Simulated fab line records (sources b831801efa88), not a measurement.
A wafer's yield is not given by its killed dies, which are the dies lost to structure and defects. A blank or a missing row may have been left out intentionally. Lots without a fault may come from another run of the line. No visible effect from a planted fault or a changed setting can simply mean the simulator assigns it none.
The same fault as seen by 2 desks :: flow sky130 :: what lay behind the numbers comes last; until then each desk has only its own

METROLOGY DESK
What the gauges read, lot by lot, whatever tool the lot ran on: means of the sampled wafers that have a number. If a lot's mean is further than 4 standard deviations from the usual mean, the lot is out of limits and carries the mark OUT (the distance appears in the brackets).
Columns: A = VT_ADJUST_HVTP_TW at SKY_VT_ADJUST_HVTP_TW_MEAS_11, usual 1356; B = LDD_P_OVL at SKY_LDD_P_OVL_MEAS_08, usual -0.5 nm
lot: L775
first seen here: day 6 03:35
A: 1344
B: -2.1

lot: L776
first seen here: day 6 10:05
A: 1347
B: -0.2

lot: L777
first seen here: day 6 17:22
A: 1357
B: 2.2

lot: L779
first seen here: day 7 06:55
A: 1344
B: -0.9

lot: L780
first seen here: day 7 15:20
A: 1347
B: -1.0

lot: L781
first seen here: day 7 17:55
A: 1369
B: -1.7

lot: L782
first seen here: day 8 01:34
A: 1343
B: 1.0

lot: L787
first seen here: day 9 08:52
A: 1348
B: -2.0

lot: L788
first seen here: day 9 13:46
A: 1350
B: 0.7

lot: L789
first seen here: day 9 20:08
A: 1363
B: -1.0

lot: L791
first seen here: day 10 08:06
A: 1348
B: -0.1

lot: L792
first seen here: day 10 17:17
A: 1353
B: 0.2

lot: L798
first seen here: day 12 03:20
A: 1383
B: 0.4
Result from this desk: across the 13 lots, nothing is out of limits.

AT THE TOOL OWNER'S DESK: implanter-04
The tool's own readings at SKY_GATE_OXIDE_IMPLANT_11: means of the sampled wafers that have a number, for each lot that ran on this tool. If a lot's mean is further than 4 standard deviations from the usual mean, the lot is out of limits and carries the mark OUT (the distance appears in the brackets).
Columns: A = beam energy keV at SKY_GATE_OXIDE_IMPLANT_11, usual 10.000; B = faraday current uA at SKY_GATE_OXIDE_IMPLANT_11, usual 14.67
lot: L775
first seen here: day 13 21:06
A: 9.999
B: 14.64

lot: L776
first seen here: day 14 08:51
A: 9.998
B: 14.66

lot: L780
first seen here: day 15 23:23
A: 9.999
B: 14.86

lot: L787
first seen here: day 18 11:32
A: 9.999
B: 14.44

lot: L788
first seen here: day 18 15:44
A: 10.914 (+99 or more) OUT
B: 14.82

lot: L789
first seen here: day 18 23:18
A: 10.919 (+99 or more) OUT
B: 14.23

lot: L792
first seen here: day 20 01:59
A: 10.911 (+99 or more) OUT
B: 14.63
This desk's finding: out of limits on L788, L789, L792; first on L788, day 18 15:44 (beam energy keV at SKY_GATE_OXIDE_IMPLANT_11). Within limits: L775, L776, L780, L787.

BROUGHT TOGETHER
The tool owner's desk had the chance to raise an alarm at day 18 15:44 on L788, L789, L792.
Nothing out of limits was seen by the metrology desk.
The metrology desk has L788, L789, L792 on record, within its limits.
Of the lots named, all ran SKY_GATE_OXIDE_IMPLANT_11 on implanter-04.

WHAT WAS PUT IN BY THE SIMULATOR
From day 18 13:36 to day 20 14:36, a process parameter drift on implanter-04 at SKY_GATE_OXIDE_IMPLANT_11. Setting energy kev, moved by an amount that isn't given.
Shown lots that were struck: L788, L789, L792.
How many hours passed from the start of the fault until each desk's first out-of-limits reading: the tool owner's desk, 2.
